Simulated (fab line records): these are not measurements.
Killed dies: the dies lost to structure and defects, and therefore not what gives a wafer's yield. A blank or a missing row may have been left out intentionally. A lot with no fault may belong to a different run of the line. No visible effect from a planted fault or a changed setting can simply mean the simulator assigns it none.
Which tool was responsible? -- flow sky130 -- 36 wafers from 12 lots sampled at 2 of the route's 708 steps

## WHAT THE GAUGES READ, wafer by wafer
SKY_PWDE_OVL_MEAS_07.
lot,measured,on,PWDE_OVL (nm)
L075,day 4 00:33,overlay-02,-1.8 -2.5 -2.5
L077,day 4 11:00,overlay-02,0.5 -0.5 -0.3
L079,day 4 23:17,overlay-01,-1.0 0.1 -0.2
L081,day 5 12:39,overlay-01,-0.7 0.7 -0.1
L083,day 5 21:43,overlay-01,-0.2 0.8 -1.0
L085,day 6 09:41,overlay-01,-0.5 2.9 1.2
L087,day 6 19:22,overlay-02,0.7 1.4 1.1
L089,day 7 05:44,overlay-01,0.8 1.2 0.8
L091,day 7 19:12,overlay-01,-0.9 0.0 1.0
L093,day 8 07:28,overlay-02,-0.4 -0.4 1.7
L095,day 8 16:37,overlay-02,1.1 1.1 1.1
L097,day 9 10:55,overlay-01,-1.1 -0.1 -1.4

## WHICH TOOL RAN EACH LOT (tool, then ch and the chambers of the sampled wafers, then the start)
lot,SKY_FIELD_ISO_ETCH_15
L075,"rie_diel-02 ch 0,2,3, day 2 10:04"
L077,"rie_diel-03 ch 0,1,3, day 2 19:28"
L079,"rie_diel-02 ch 0,1,3, day 3 07:28"
L081,"rie_diel-02 ch 0,3, day 3 17:40"
L083,"rie_diel-02 ch 0,1,2, day 4 02:38"
L085,"rie_diel-02 ch 0,1,2, day 4 13:26"
L087,"rie_diel-02 ch 2,3, day 5 00:40"
L089,"rie_diel-04 ch 0,1, day 5 10:02"
L091,"rie_diel-04 ch 0,1,3, day 5 20:23"
L093,"rie_diel-02 ch 0,3, day 6 09:04"
L095,"rie_diel-04 ch 2,3, day 6 17:19"
L097,"rie_diel-03 ch 1,2, day 7 06:32"
- SKY_FIELD_ISO_ETCH_15: etches the open film in CHF3/O2, stops on Si, target depth 180 nm, time 72 s.

## THE ANSWER, worked out from the rows above alone
Rule: what is usual is taken from the lots themselves. The widest of any qualifying gaps counts: lots, ordered by their means at a reading, are off when they make up no more than a third of the lots, leave a main group of 4 or more, and stand apart from it by 3 or more times the standard deviation of that group's means. The tables above print the reading to a certain number of digits; a main group whose means all agree to those digits is not used. A lot without any number at a reading at which 4 lots or more have one is off too. Where the step has rows for the other lots, those lots are counted as sound.
No lot is off on any of the readings shown, so nothing can be concluded from this.

## WHAT THE SIMULATOR HAD PUT IN
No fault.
